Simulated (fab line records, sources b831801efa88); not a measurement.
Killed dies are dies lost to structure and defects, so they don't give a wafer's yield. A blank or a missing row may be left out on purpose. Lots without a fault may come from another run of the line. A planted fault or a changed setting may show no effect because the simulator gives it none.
Chamber matching | flow sky130 | SKY_POLY_GATE_ETCH_17 on rie_si-01: 4 sister chambers
The step etches poly-Si in HBr/Cl2, stops on SiO2, target depth 180 nm, time 70.5 s. 4 wafers are shown with their chamber, then 7 later ones without.

WAFERS WITH THEIR CHAMBER
wafer  | chamber | oes_product_au (a.u.)
L283.6 | 0       | 0.991
L285.4 | 2       | 0.984
L287.4 | 3       | 0.989
L287.5 | 1       | 0.980

WAFERS WITHOUT THEIR CHAMBER
wafer  | oes_product_au (a.u.)
L287.6 | 0.981
L293.1 | 0.978
L293.2 | 0.988
L293.5 | 0.987
L295.3 | 0.982
L295.4 | 0.993
L295.5 | 0.994

WHICH CHAMBER EACH WENT THROUGH
wafer  | from the rows above          | in truth
L287.6 | can't be placed: 1 or 2      | 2
L293.1 | 1                            | 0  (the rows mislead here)
L293.2 | can't be placed: 3 or 0 or 2 | 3
L293.5 | can't be placed: 3 or 2 or 0 | 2
L295.3 | can't be placed: 1 or 2      | 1
L295.4 | can't be placed: 0 or 3      | 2
L295.5 | can't be placed: 0 or 3      | 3
Placed correctly: 0 of 7. Can't be placed from these rows: 6 (the true chamber is among the candidates in 5). Placed wrongly: 1.
How it was worked out, from the rows above alone: a wafer's distance from a chamber is the root of the sum, over the readings, of the square of ((its reading less the chamber's mean) divided by the reading's scatter). The wafer belongs to the nearest chamber; if the next one is less than 2 further off, it can't be placed. A chamber's mean is the mean of its shown wafers. The scatter: with one shown wafer a chamber, the root of the mean of the squares of how far each hidden wafer lies from its nearest shown one.
